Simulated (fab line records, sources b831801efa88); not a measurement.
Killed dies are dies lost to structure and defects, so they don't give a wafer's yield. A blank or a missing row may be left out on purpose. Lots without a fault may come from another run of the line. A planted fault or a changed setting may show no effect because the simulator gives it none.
Which tool did it? | flow gf180mcu | 13 lots, 39 wafers sampled, at 1 step of a route of 602

WHAT THE GAUGES READ, wafer by wafer
GF_V2_THK_MEAS_01. Usual: V2_CVD_00_THK 599 nm, standard deviation 6.2.
lot  | measured     | on            | V2_CVD_00_THK (nm) | flag
L986 | day 18 23:35 | film_metro-03 | 598 595 590        |
L987 | day 19 02:01 | film_metro-03 | 596 605 601        |
L988 | day 19 16:31 | film_metro-04 | 606 612 616        |
L989 | day 20 05:04 | film_metro-04 | 600 593 591        |
L990 | day 20 14:42 | film_metro-01 | 593 588 596        |
L991 | day 20 22:00 | film_metro-04 | 602 601 596        |
L992 | day 21 11:31 | film_metro-01 | 601 604 598        |
L993 | day 21 19:04 | film_metro-01 | 603 604 605        |
L995 | day 22 09:39 | film_metro-04 | 596 607 596        |
L996 | day 22 20:36 | film_metro-03 | 603 603 601        |
L997 | day 23 00:16 | film_metro-01 | 602 601 600        |
L999 | day 24 01:11 | film_metro-01 | 601 594 594        |
L103 | day 25 15:01 | film_metro-01 | 602 607 593        |

WHICH TOOL RAN EACH LOT (tool, then ch and the chambers of the sampled wafers, then the start)
The record holds no process step before these readings.

WHAT THE TOOLS THEMSELVES READ (means of the sampled wafers that have a number; where no wafer has one, the mark that the record gives instead)
The record holds no such reading with a usual standard deviation.

THE ANSWER, worked out from the rows above alone
Rule: a lot is off if the mean of its wafers that have a number lies more than 3 standard deviations from the usual mean. A lot without any number at a reading at which 4 lots or more have one is off too. The other lots that the step has rows for count as sound. The gauges are gone through in route order, then the tools' own readings, and for those a lot's mean is taken as printed above. The first step at which some lot is off is used, and at that step the reading that is off furthest; a lot without a number counts as furthest.
No lot is off at any reading shown: from this, nothing can be told.

WHAT THE SIMULATOR HAD PUT IN
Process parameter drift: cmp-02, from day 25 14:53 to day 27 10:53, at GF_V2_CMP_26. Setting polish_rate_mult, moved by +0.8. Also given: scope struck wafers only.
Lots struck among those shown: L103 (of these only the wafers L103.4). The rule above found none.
